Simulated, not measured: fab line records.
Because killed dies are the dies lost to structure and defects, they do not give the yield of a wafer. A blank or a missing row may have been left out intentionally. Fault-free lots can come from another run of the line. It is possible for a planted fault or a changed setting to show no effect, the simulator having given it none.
Which tool is to blame? + flow gf180mcu + 36 wafers from 12 lots sampled at 5 of the route's 602 steps

WHAT THE GAUGES SHOWED, per wafer
GF_PSD_RS_MEAS_14: a four-point-probe measurement.
| lot  | measured     | on            | NSD_RS (ohm/sq)   |
|------|--------------|---------------|-------------------|
| L711 | day 14 06:13 | film-metro-02 | 46.19 46.08 46.09 |
| L713 | day 15 03:13 | film-metro-02 | 46.62 46.71 46.57 |
| L714 | day 15 12:03 | film-metro-01 | 46.08 46.09 46.10 |
| L716 | day 15 23:38 | film-metro-02 | 46.77 46.75 46.68 |
| L724 | day 18 21:24 | film-metro-01 | 46.20 46.05 46.10 |
| L725 | day 19 05:23 | film-metro-01 | 46.10 46.07 46.07 |
| L727 | day 19 20:44 | film-metro-04 | 46.27 46.15 46.12 |
| L729 | day 20 18:02 | film-metro-02 | 46.10 46.10 46.00 |
| L731 | day 21 08:49 | film-metro-02 | 46.15 46.11 46.09 |
| L732 | day 21 12:50 | film-metro-02 | 46.20 46.25 46.21 |
| L733 | day 22 05:59 | film-metro-04 | 46.12 46.14 46.13 |
| L734 | day 22 13:33 | film-metro-01 | 46.24 46.27 46.14 |

GF_V1_OVL_MEAS_15.
| lot  | measured     | on         | V1_OVL (nm) |
|------|--------------|------------|-------------|
| L711 | day 18 03:13 | overlay-01 | 8 12 12     |
| L713 | day 19 02:42 | overlay-02 | 13 4 1      |
| L714 | day 19 13:30 | overlay-02 | 1 8 2       |
| L716 | day 20 01:32 | overlay-01 | -6 1 6      |
| L724 | day 23 02:58 | overlay-01 | -1 -3 -4    |
| L725 | day 23 10:02 | overlay-02 | -8 -1 -2    |
| L727 | day 23 23:21 | overlay-02 | 0 0 -1      |
| L729 | day 24 18:35 | overlay-02 | -6 -1 5     |
| L731 | day 25 08:10 | overlay-02 | -4 4 6      |
| L732 | day 25 13:27 | overlay-01 | 2 10 -1     |
| L733 | day 26 03:09 | overlay-02 | 9 4 3       |
| L734 | day 26 09:51 | overlay-02 | -6 -6 -3    |

WHICH TOOL RAN EACH LOT (tool, then ch and the chambers of the sampled wafers, then the start)
| lot  | GF_NWELL_STRIP_10                   | GF_NSD_IMPLANT_09               | GF_NSD_STRIP_11                      |
|------|-------------------------------------|---------------------------------|--------------------------------------|
| L711 | plasma-asher-01 ch 0,1, day 3 10:37 | implanter-01 ch 0, day 13 09:35 | plasma-asher-01 ch 0,1, day 13 09:53 |
| L713 | plasma-asher-03 ch 0,1, day 3 17:58 | implanter-01 ch 0, day 14 05:26 | plasma-asher-01 ch 0,1, day 14 05:44 |
| L714 | plasma-asher-03 ch 0,1, day 4 01:43 | implanter-03 ch 0, day 14 14:05 | plasma-asher-03 ch 0,1, day 14 14:23 |
| L716 | plasma-asher-04 ch 0,1, day 4 10:17 | implanter-01 ch 0, day 15 01:26 | plasma-asher-04 ch 0,1, day 15 01:44 |
| L724 | plasma-asher-03 ch 1, day 6 09:49   | implanter-01 ch 0, day 17 20:43 | plasma-asher-04 ch 0,1, day 17 20:59 |
| L725 | plasma-asher-04 ch 0,1, day 6 12:19 | implanter-03 ch 0, day 18 04:11 | plasma-asher-04 ch 0,1, day 18 04:29 |
| L727 | plasma-asher-01 ch 0,1, day 6 22:38 | implanter-03 ch 0, day 18 19:13 | plasma-asher-04 ch 0,1, day 18 19:29 |
| L729 | plasma-asher-04 ch 0,1, day 7 12:47 | implanter-01 ch 0, day 19 16:38 | plasma-asher-01 ch 0,1, day 19 16:56 |
| L731 | plasma-asher-03 ch 0,1, day 7 21:28 | implanter-04 ch 0, day 20 07:59 | plasma-asher-01 ch 0,1, day 20 08:16 |
| L732 | plasma-asher-04 ch 0,1, day 8 01:31 | implanter-01 ch 0, day 20 11:53 | plasma-asher-01 ch 0,1, day 20 12:11 |
| L733 | plasma-asher-01 ch 0,1, day 8 11:32 | implanter-03 ch 0, day 21 05:40 | plasma-asher-01 ch 0,1, day 21 05:58 |
| L734 | plasma-asher-04 ch 1, day 8 18:49   | implanter-01 ch 0, day 21 12:56 | plasma-asher-04 ch 0,1, day 21 13:13 |
- GF_NWELL_STRIP_10: strips in O2/N2.
- GF_NSD_IMPLANT_09
- GF_NSD_STRIP_11: strips in O2/N2.

WHAT THE TOOLS THEMSELVES READ (means of the sampled wafers that have a number; where no wafer has one, the mark that the record gives instead)
GF_NWELL_STRIP_10.
| lot  | tool            | drypump-motor-current-A (A) | heater-power-w (W) | n2-flow-sccm (sccm) | oes-product-au (a.u.) | strip-time-to-endpoint-s (s) |
|------|-----------------|-----------------------------|--------------------|---------------------|-----------------------|------------------------------|
| L711 | plasma-asher-01 | 5.3                         | 303                | 302.0               | 0.720                 | 36.91                        |
| L713 | plasma-asher-03 | 5.9                         | 322                | 300.8               | 0.722                 | 36.97                        |
| L714 | plasma-asher-03 | 5.5                         | 311                | 298.2               | 0.723                 | 37.07                        |
| L716 | plasma-asher-04 | 5.6                         | 345                | 299.6               | 0.719                 | 37.03                        |
| L724 | plasma-asher-03 | 6.3                         | 328                | 299.0               | 0.726                 | 36.83                        |
| L725 | plasma-asher-04 | 5.6                         | 344                | 300.1               | 0.723                 | 36.93                        |
| L727 | plasma-asher-01 | 5.2                         | 295                | 300.8               | 0.724                 | 37.14                        |
| L729 | plasma-asher-04 | 5.6                         | 347                | 299.8               | 0.723                 | 37.03                        |
| L731 | plasma-asher-03 | 5.8                         | 319                | 300.3               | 0.720                 | 37.07                        |
| L732 | plasma-asher-04 | 5.6                         | 346                | 299.8               | 0.721                 | 37.00                        |
| L733 | plasma-asher-01 | 5.2                         | 299                | 300.0               | 0.722                 | 36.91                        |
| L734 | plasma-asher-04 | 5.5                         | 345                | 299.6               | 0.723                 | 37.06                        |

GF_NSD_STRIP_11.
| lot  | tool            | drypump-motor-current-A (A) | heater-power-w (W) | n2-flow-sccm (sccm) | oes-product-au (a.u.) | strip-time-to-endpoint-s (s) |
|------|-----------------|-----------------------------|--------------------|---------------------|-----------------------|------------------------------|
| L711 | plasma-asher-01 | 5.3                         | 294                | 300.3               | 0.491                 | 22.93                        |
| L713 | plasma-asher-01 | 5.2                         | 301                | 300.6               | 0.490                 | 22.58                        |
| L714 | plasma-asher-03 | 5.9                         | 320                | 300.1               | 0.488                 | 23.01                        |
| L716 | plasma-asher-04 | 5.6                         | 338                | 300.5               | 0.493                 | 22.53                        |
| L724 | plasma-asher-04 | 5.6                         | 337                | 299.3               | 0.488                 | 22.94                        |
| L725 | plasma-asher-04 | 5.6                         | 335                | 300.5               | 0.486                 | 22.97                        |
| L727 | plasma-asher-04 | 5.6                         | 342                | 300.5               | 0.488                 | 22.98                        |
| L729 | plasma-asher-01 | 5.3                         | 298                | 299.2               | 0.486                 | 22.98                        |
| L731 | plasma-asher-01 | 5.3                         | 300                | 300.9               | 0.488                 | 22.97                        |
| L732 | plasma-asher-01 | 5.2                         | 304                | 299.5               | 0.489                 | 22.98                        |
| L733 | plasma-asher-01 | 5.3                         | 295                | 299.6               | 0.490                 | 22.92                        |
| L734 | plasma-asher-04 | 5.6                         | 333                | 300.3               | 0.490                 | 22.97                        |

THE ANSWER, worked out from the rows above alone
Rule: the usual values come from the lots themselves. Put in order of their means at a reading, lots are off if they are a third of the lots or fewer, leave a main group of 4 or more, and stand apart from it by a gap of 3 or more times the standard deviation of the main group's means; of several such gaps the widest counts. Not used: any main group whose means are identical at the precision the tables above print for the reading. Also off: a lot with no number at a reading for which 4 or more lots have one. All remaining lots with rows at the step are treated as sound. After the gauges, taken in route order, come the tools' own readings; for these a lot's mean is taken, as printed above. At the first step where some lot is off, the reading lying furthest off is the one used; lots without a number count as furthest.
Off: L713, L716, at GF_PSD_RS_MEAS_14 (NSD_RS). The main group: mean 46.13 ohm/sq, standard deviation 0.052.
If a tool, at a process step before that reading, ran all the lots that are off and no sound lot after the first of them, it fits. Not tried: the gauges at GF_PSD_RS_MEAS_14; whatever is off there is also off at GF_NSD_STRIP_11, on other tools, and gauge error can't account for it. No candidate that was tried fits.

WHAT THE SIMULATOR HAD INSERTED
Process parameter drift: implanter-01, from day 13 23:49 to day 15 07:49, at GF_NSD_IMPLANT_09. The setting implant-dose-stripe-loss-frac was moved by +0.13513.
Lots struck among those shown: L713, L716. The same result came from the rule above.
